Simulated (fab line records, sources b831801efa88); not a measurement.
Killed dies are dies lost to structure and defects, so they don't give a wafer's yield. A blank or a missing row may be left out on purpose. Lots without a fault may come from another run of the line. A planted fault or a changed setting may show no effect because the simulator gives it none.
fab line records | flow sky130
record lots=14 wafers=42 last_day=51
route steps=708 shown METAL4@632 VIA4@651 METAL5@661
lots that met no fault: from a run of the same line without faults
start_h: hours from the record's first day to the start of the lot's first wafer shown | wait_h: hours since the lot's step before | " the same as in the row above | L1.1+2: a row that stands for several wafers | - no value, or no start given | * or withheld: withheld | < > ~ a bound
route shown NAME@n: a module of which the file shows steps, and the number in the route of the first | usual: mean/standard deviation of fault-free wafers | same: alike in all rows | chamber/n: place in a boat | sites: the reading at each site | _std_site: their standard deviation | _edge_site: outer sites' mean less inner sites' | radius_mm: how far each site lies from the wafer's centre | mask NAME#n: copy n | behind: the tool/chamber that last shaped the wafer | hold: why the lot was held/for how many hours/how that ended | device: the transistor (n, p or np) that didn't switch | end of line: the same wafers' tests at the end of the route | a step without rows: its recipe alone | killed: dies lost to structure and defects at the first sort, not the wafer's yield | map: a wafer's dies, x killed, . not, _ none there
set.NAME: the setting as run; set.NAME@STEP: as run at that earlier step | model.NAME: the simulator's own value behind a step, which no gauge read
steps of the route over a sample of lots; a table a step, a row a wafer
services: from which hour (start_h, from the record's first day; less than 0 if before it) a tool's chamber was out of use, for how many hours, and why
## steps
# step SKY_METAL4_ETCH_16
# recipe chemistry=N2/H2 target=BARC ion_energy_ev=200 bias_w=100 pressure_mtorr=30 n2_flow_sccm=100 h2_flow_sccm=200 icp_w=500 stop_on=SiO2 time_s=88.2 target_depth_a=600
# usual bias_w=100.04/0.29 chamber_pressure_mTorr=29.998/0.028 drypump_motor_current_A=5.9/0.31 he_backside_leak_sccm=3.25/0.18 oes_product_au=0.627/0.0049 rf_fwd_power_W=496.8/2 throttle_valve_pct=13.205/0.0095
# columns lot.wafer tool chamber start_h wait_h bias_w chamber_pressure_mTorr drypump_motor_current_A he_backside_leak_sccm oes_product_au rf_fwd_power_W rf_hours_counter_h throttle_valve_pct
L101.4 rie_metal-02 1 1002.98 0.0 100.03 30.052 5.7 3.22 0.633 496.2 - 13.202
L101.5 " 1 " " 99.99 29.986 5.7 3.19 0.622 495.4 - 13.194
L101.6 " 0 " " 99.81 29.972 6.3 3.30 0.619 494.9 - 13.213
L102.3 rie_metal-02 1 1026.45 0.0 100.37 30.005 5.7 3.16 0.630 498.1 - 13.205
L102.4 " 0 " " 100.33 30.025 6.3 3.40 0.629 496.5 - 13.205
L102.6 " 0 " " 99.71 30.027 6.3 3.36 0.621 496.0 - 13.202
L103.4 rie_metal-02 0 1029.25 0.0 99.80 30.006 6.3 2.75 0.630 499.6 - 13.212
L103.5 " 0 " " 99.79 29.987 6.3 2.94 0.626 500.3 - 13.202
L103.6 " 1 " " 99.88 29.980 5.7 3.16 0.627 498.4 - 13.195
L105.3 rie_metal-02 0 1031.58 0.0 100.34 30.028 6.3 3.06 0.631 497.9 - 13.207
L105.5 " 0 " " 100.06 30.024 6.3 3.27 0.629 494.4 - 13.210
L105.6 " 1 " " 99.81 30.019 5.7 3.14 0.618 496.3 - 13.195
L106.3 rie_metal-02 1 1035.34 0.0 99.74 30.008 5.7 3.10 0.632 496.7 - 13.214
L106.5 " 0 " " 100.25 29.984 6.3 2.95 0.634 496.5 - 13.229
L106.6 " 1 " " 100.35 30.029 5.7 3.19 0.625 497.1 - 13.203
L107.1 rie_metal-02 0 1041.95 0.0 100.02 30.011 6.3 3.28 0.629 495.5 22 13.216
L107.3 " 1 " " 100.05 30.021 5.7 3.23 0.627 497.2 - 13.209
L107.5 " 0 " " 99.55 30.018 6.3 3.14 0.628 496.6 - 13.218
L108.1 rie_metal-02 0 1055.40 0.0 99.62 30.000 6.3 3.39 0.625 497.1 23 13.197
L108.3 " 0 " " 99.85 29.944 6.3 3.32 0.634 496.4 - 13.197
L108.5 " 0 " " 99.76 29.980 6.3 3.27 0.630 495.7 - 13.206
L109.1 rie_metal-03 1 1062.75 0.0 100.18 30.045 6.0 3.32 0.626 496.1 22 13.196
L109.2 " 0 " " 99.89 30.012 6.3 3.50 0.629 501.2 14 13.191
L109.4 " 1 " " 100.53 30.004 6.0 3.15 0.632 496.8 - 13.211
L113.2 rie_metal-03 1 1088.87 0.0 100.31 30.028 5.9 3.09 0.620 497.7 24 13.213
L113.5 " 0 " " 100.27 29.952 6.3 3.36 0.626 494.8 - 13.189
L113.6 " 1 " " 99.91 29.922 6.0 3.30 0.623 496.3 - 13.205
L115.2 rie_metal-02 1 1095.87 0.0 100.20 29.965 5.7 3.19 0.629 494.9 20 13.209
L115.3 " 0 " " 99.84 29.990 6.3 2.92 0.622 494.4 - 13.205
L115.5 " 1 " " 99.63 29.979 5.7 3.18 0.635 496.4 - 13.192
L117.2 rie_metal-02 0 1097.89 0.0 99.51 30.011 6.3 2.90 0.627 496.3 26 13.211
L117.3 " 0 " " 99.51 29.994 6.3 2.89 0.627 496.4 - 13.215
L117.6 " 1 " " 100.27 30.012 5.7 3.19 0.635 497.8 - 13.191
L118.1 rie_metal-02 1 1102.75 0.0 99.63 30.027 5.7 3.19 0.627 498.6 20 13.215
L118.2 " 0 " " 100.62 29.968 6.3 2.99 0.635 495.3 26 13.197
L118.3 " 0 " " 99.98 30.009 6.3 3.12 0.625 493.6 - 13.199
L121.1 rie_metal-01 0 1135.68 0.0 99.34 30.031 6.0 3.56 0.634 495.7 5 13.198
L121.4 " 1 " " 100.04 30.042 5.5 3.32 0.615 494.6 - 13.199
L121.5 " 1 " " 100.13 29.983 5.5 3.30 0.625 496.0 - 13.209
L120.1 rie_metal-01 1 1156.62 0.0 99.93 29.968 5.5 3.45 0.627 499.2 24 13.206
L120.2 " 0 " " 100.55 30.011 6.0 3.38 0.631 499.6 7 13.193
L120.6 " 0 " " 100.09 29.948 6.0 3.50 0.632 498.3 - 13.209
# step SKY_VIA4_ETCH_12
# recipe target=SiO2 chemistry=C4F8/O2/Ar stop_on=TiN mask_material=NOVOLAK source_w=1500 bias_w=1200 pressure_mtorr=40 c4f8_flow_sccm=withheld O2_flow_sccm=6 Ar_flow_sccm=300 time_s=withheld target_depth_a=5800
# usual bias_w=1200/3.6 chamber_pressure_mTorr=40.00/0.036 oes_product_au=0.925/0.0047 rf_fwd_power_W=1490/5.1
# columns lot.wafer tool chamber start_h wait_h bias_w chamber_pressure_mTorr oes_product_au rf_fwd_power_W
L101.4 rie_diel-03 1 1026.95 0.0 1196 40.04 0.918 1487
L101.5 " 2 " " 1199 40.01 0.928 1490
L101.6 " 1 " " 1197 39.99 0.924 1484
L102.3 rie_diel-02 3 1051.17 0.0 1203 39.96 0.929 1507
L102.4 " 2 " " 1196 39.96 0.929 1487
L102.6 " 3 " " 1201 40.02 0.931 1505
L103.4 rie_diel-01 3 1053.17 0.0 1199 40.08 0.930 1494
L103.5 " 2 " " 1199 40.01 0.929 1489
L103.6 " 1 " " 1202 40.04 0.925 1491
L105.3 rie_diel-02 0 1055.87 0.0 1201 40.00 0.920 1486
L105.5 " 3 " " 1198 39.99 0.932 1498
L105.6 " 2 " " 1201 40.03 0.932 1483
L106.3 rie_diel-02 3 1059.22 0.0 1201 39.96 0.934 1488
L106.5 " 2 " " 1195 39.99 0.927 1486
L106.6 " 1 " " 1206 40.01 0.930 1487
L107.1 rie_diel-02 3 1065.35 0.0 1196 39.97 0.929 1492
L107.3 " 1 " " 1195 39.99 0.922 1492
L107.5 " 3 " " 1200 39.98 0.918 1495
L108.1 rie_diel-02 0 1077.47 0.0 1205 40.03 0.928 1478
L108.3 " 2 " " 1201 40.02 0.926 1482
L108.5 " 0 " " 1197 40.04 0.924 1486
L109.1 rie_diel-01 2 1084.35 0.0 1199 39.96 0.931 1496
L109.2 " 3 " " 1206 39.99 0.931 1498
L109.4 " 1 " " 1200 40.03 0.929 1494
L113.2 rie_diel-03 1 1113.30 0.0 1204 40.00 0.916 1483
L113.5 " 1 " " 1206 40.01 0.920 1490
L113.6 " 0 " " 1201 39.95 0.927 1493
L115.2 rie_diel-01 0 1120.85 0.0 1197 39.99 0.925 1493
L115.3 " 1 " " 1203 40.00 0.921 1488
L115.5 " 2 " " 1198 39.97 0.928 1487
L117.2 rie_diel-02 2 1123.32 0.0 - - - -
L117.3 " 0 " " - - - -
L117.6 " 2 " " - - - -
L118.1 rie_diel-03 2 1124.67 0.0 - - - -
L118.2 " 1 " " - - - -
L118.3 " 0 " " - - - -
L121.1 rie_diel-02 1 1155.77 0.0 1200 40.05 0.928 1486
L121.4 " 0 " " 1195 39.99 0.933 1490
L121.5 " 0 " " 1199 39.96 0.920 1490
L120.1 rie_diel-02 3 1175.07 0.0 1198 39.97 0.932 1495
L120.2 " 0 " " 1208 40.00 0.930 1491
L120.6 " 0 " " 1205 39.99 0.921 1499
# step SKY_VIA4_STRIP_13
# recipe chemistry=O2/N2 power_w=1400 pressure_mtorr=1500 platen_temp_c=withheld o2_flow_sccm=3000 n2_flow_sccm=300 overash_fraction=0.5
# usual drypump_motor_current_A=5.7/0.47 oes_product_au=0.710/0.004 strip_time_to_endpoint_s=12.797/0.023
# columns lot.wafer tool chamber start_h wait_h drypump_motor_current_A oes_product_au rf_hours_counter_h strip_time_to_endpoint_s
L101.4 plasma_asher-01 1 1027.06 - 5.6 0.710 - 12.788
L101.5 " 0 " " 6.3 0.710 - 12.809
L101.6 " 1 " " 5.6 0.716 - 12.822
L102.3 plasma_asher-04 1 1051.28 - 5.6 0.700 - 12.788
L102.4 " 0 " " 5.1 0.714 - 12.762
L102.6 " 0 " " 5.1 0.708 - 12.826
L103.4 plasma_asher-03 1 1053.27 - 6.4 0.712 - 12.760
L103.5 " 1 " " 6.4 0.711 - 12.821
L103.6 " 0 " " 5.4 0.714 - 12.798
L105.3 plasma_asher-03 0 1055.97 - 5.4 0.708 - 12.805
L105.5 " 1 " " 6.5 0.712 - 12.784
L105.6 " 0 " " 5.4 0.701 - 12.801
L106.3 plasma_asher-04 1 1059.32 - 5.6 0.708 - 12.777
L106.5 " 1 " " 5.6 0.711 - 12.765
L106.6 " 0 " " 5.1 0.707 - 12.772
L107.1 plasma_asher-04 1 1065.42 - 5.6 0.707 95 12.834
L107.3 " 0 " " 5.1 0.711 - 12.823
L107.5 " 1 " " 5.6 0.716 - 12.789
L108.1 plasma_asher-04 0 1077.54 - 5.1 0.711 96 12.823
L108.3 " 1 " " 5.6 0.707 - 12.797
L108.5 " 0 " " 5.1 0.708 - 12.775
L109.1 plasma_asher-03 0 1084.42 - 5.4 0.705 34 12.791
L109.2 " 1 " " 6.4 0.705 34 12.830
L109.4 " 1 " " 6.4 0.709 - 12.792
L113.2 plasma_asher-01 1 1113.37 - 5.6 0.716 67 12.789
L113.5 " 1 " " 5.6 0.708 - 12.758
L113.6 " 0 " " 6.2 0.710 - 12.795
L115.2 plasma_asher-01 1 1120.92 - 5.6 0.709 68 12.787
L115.3 " 0 " " 6.3 0.711 - 12.786
L115.5 " 0 " " 6.3 0.709 - 12.769
L117.2 plasma_asher-03 0 1123.39 - 5.4 0.714 37 14.198
L117.3 " 0 " " 5.5 0.712 - 14.171
L117.6 " 0 " " 5.5 0.715 - 14.115
L118.1 plasma_asher-04 1 1124.74 - 5.6 0.718 101 14.191
L118.2 " 0 " " 5.1 0.720 101 14.240
L118.3 " 1 " " 5.6 0.710 - 14.185
L121.1 plasma_asher-03 1 1155.84 - 6.4 0.709 40 12.792
L121.4 " 1 " " 6.4 0.707 - 12.770
L121.5 " 1 " " 6.4 0.710 - 12.816
L120.1 plasma_asher-04 0 1175.14 - 5.1 0.703 106 12.846
L120.2 " 1 " " 5.6 0.704 106 12.803
L120.6 " 1 " " 5.6 0.709 - 12.805
# step SKY_METAL5_SPUTTER_00
# recipe material=Ti target_thk_nm=15 power_w=3000 time_s=10 chamber_pressure_pa=0.4
# usual throttle_valve_pct=30.7/1.3
# columns lot.wafer tool chamber start_h wait_h throttle_valve_pct
L101.4 pvd_sputter-02 - 1028.31 0.2 31.3
L101.5 " - " " 31.1
L101.6 " - " " 30.1
L102.3 pvd_sputter-03 - 1052.56 0.2 31.6
L102.4 " - " " 31.0
L102.6 " - " " 30.9
L103.4 pvd_sputter-04 - 1054.53 0.2 31.0
L103.5 " - " " 31.0
L103.6 " - " " 29.1
L105.3 pvd_sputter-03 - 1057.29 0.1 33.0
L105.5 " - " " 29.6
L105.6 " - " " 31.0
L106.3 pvd_sputter-04 - 1060.58 0.1 29.4
L106.5 " - " " 29.5
L106.6 " - " " 30.9
L107.1 pvd_sputter-02 - 1066.75 0.1 31.3
L107.3 " - " " 28.1
L107.5 " - " " 31.3
L108.1 pvd_sputter-03 - 1078.84 0.2 30.7
L108.3 " - " " 32.9
L108.5 " - " " 32.9
L109.1 pvd_sputter-03 - 1094.29 0.2 31.1
L109.2 " - " " 29.6
L109.4 " - " " 31.7
L113.2 pvd_sputter-03 - 1114.66 0.2 31.6
L113.5 " - " " 31.0
L113.6 " - " " 31.9
L115.2 pvd_sputter-02 - 1122.25 0.1 31.2
L115.3 " - " " 28.3
L115.5 " - " " 31.7
L121.1 pvd_sputter-02 - 1157.45 0.1 31.9
L121.4 " - " " 31.7
L121.5 " - " " 30.3
L120.1 pvd_sputter-02 - 1176.83 0.2 31.3
L120.2 " - " " 28.1
L120.6 " - " " 27.9
# step SKY_METAL5_SPUTTER_01
# recipe material=TiN target_thk_nm=20 power_w=6500 time_s=16.7 chamber_pressure_pa=0.4
# usual throttle_valve_pct=30.7/1.3
# columns lot.wafer tool chamber start_h wait_h throttle_valve_pct
L101.4 pvd_sputter-02 - 1028.34 0.0 31.2
L101.5 " - " " 31.3
L101.6 " - " " 30.1
L102.3 pvd_sputter-03 - 1052.59 0.0 31.4
L102.4 " - " " 31.2
L102.6 " - " " 31.2
L103.4 pvd_sputter-04 - 1054.55 0.0 30.9
L103.5 " - " " 31.2
L103.6 " - " " 29.5
L105.3 pvd_sputter-03 - 1057.34 0.0 33.2
L105.5 " - " " 29.5
L105.6 " - " " 30.6
L106.3 pvd_sputter-04 - 1060.60 0.0 29.8
L106.5 " - " " 29.5
L106.6 " - " " 31.1
L107.1 pvd_sputter-02 - 1066.77 0.0 31.2
L107.3 " - " " 28.4
L107.5 " - " " 31.2
L108.1 pvd_sputter-03 - 1078.86 0.0 31.0
L108.3 " - " " 33.0
L108.5 " - " " 32.7
L109.1 pvd_sputter-03 - 1094.32 0.0 31.1
L109.2 " - " " 29.3
L109.4 " - " " 31.4
L113.2 pvd_sputter-03 - 1114.68 0.0 31.6
L113.5 " - " " 30.9
L113.6 " - " " 31.7
L115.2 pvd_sputter-02 - 1122.28 0.0 31.4
L115.3 " - " " 28.3
L115.5 " - " " 31.6
L121.1 pvd_sputter-02 - 1157.47 0.0 31.4
L121.4 " - " " 31.7
L121.5 " - " " 30.1
L120.1 pvd_sputter-02 - 1176.85 0.0 31.1
L120.2 " - " " 28.2
L120.6 " - " " 27.9
## services
# columns tool chamber start_h hours kind
pvd_sputter-04 - 983.30 3.3 repair
rie_diel-02 3 985.47 28.2 repair
rie_diel-01 3 1012.52 4.3 repair
rie_diel-01 1 1017.66 4.4 repair
plasma_asher-01 - 1027.92 0.9 repair
rie_diel-01 2 1032.37 8.8 repair
rie_diel-03 3 1035.97 3.6 repair
rie_diel-03 0 1036.78 6.0 repair
rie_diel-03 - 1043.91 0.7 repair
rie_metal-02 - 1048.91 0.2 repair
rie_diel-01 - 1054.68 15.6 pm
pvd_sputter-02 - 1055.21 8.0 repair
rie_diel-02 2 1064.13 11.9 repair
rie_diel-03 3 1085.24 10.0 repair
pvd_sputter-04 - 1085.88 4.8 repair
rie_diel-02 0 1090.73 11.2 repair
plasma_asher-01 - 1091.74 1.8 repair
rie_diel-03 - 1094.25 14.6 pm
pvd_sputter-03 - 1101.11 1.1 repair
plasma_asher-01 - 1108.89 2.8 pm
rie_diel-02 3 1115.70 2.8 repair
rie_diel-01 2 1139.96 45.6 repair
rie_diel-03 0 1144.17 9.6 repair
pvd_sputter-02 - 1157.80 1.6 repair
## key
first_sign step=SKY_VIA4_ETCH_12 reading=tool_record direction=missing
effect step=SKY_VIA4_STRIP_13 reading=strip_time_to_endpoint_s direction=up sigmas=61 usual=* struck=*
met_at SKY_VIA4_ETCH_12
struck_lots L117,L118
later_rows_left_out L117.2,L117.3,L117.6,L118.1,L118.2,L118.3
sort_left_out L117.2,L117.3,L117.6,L118.1,L118.2,L118.3
not_acting_at SKY_METAL4_ETCH_16,SKY_METAL5_SPUTTER_00,SKY_METAL5_SPUTTER_01
onset_between 1113.30 1123.32
fault kind=skipped_step_whole tool=rie_diel-02,rie_diel-03 chamber=- onset_h=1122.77 steps=SKY_VIA4_ETCH_12 scope=struck_lots_only
# sort_left_out: the simulated sort isn't trusted on such a fault, so these wafers' sort isn't shown, and their yield isn't known
# later_rows_left_out: the simulator's readings of these wafers behind a module that went badly wrong aren't trusted and aren't shown, but for the sort
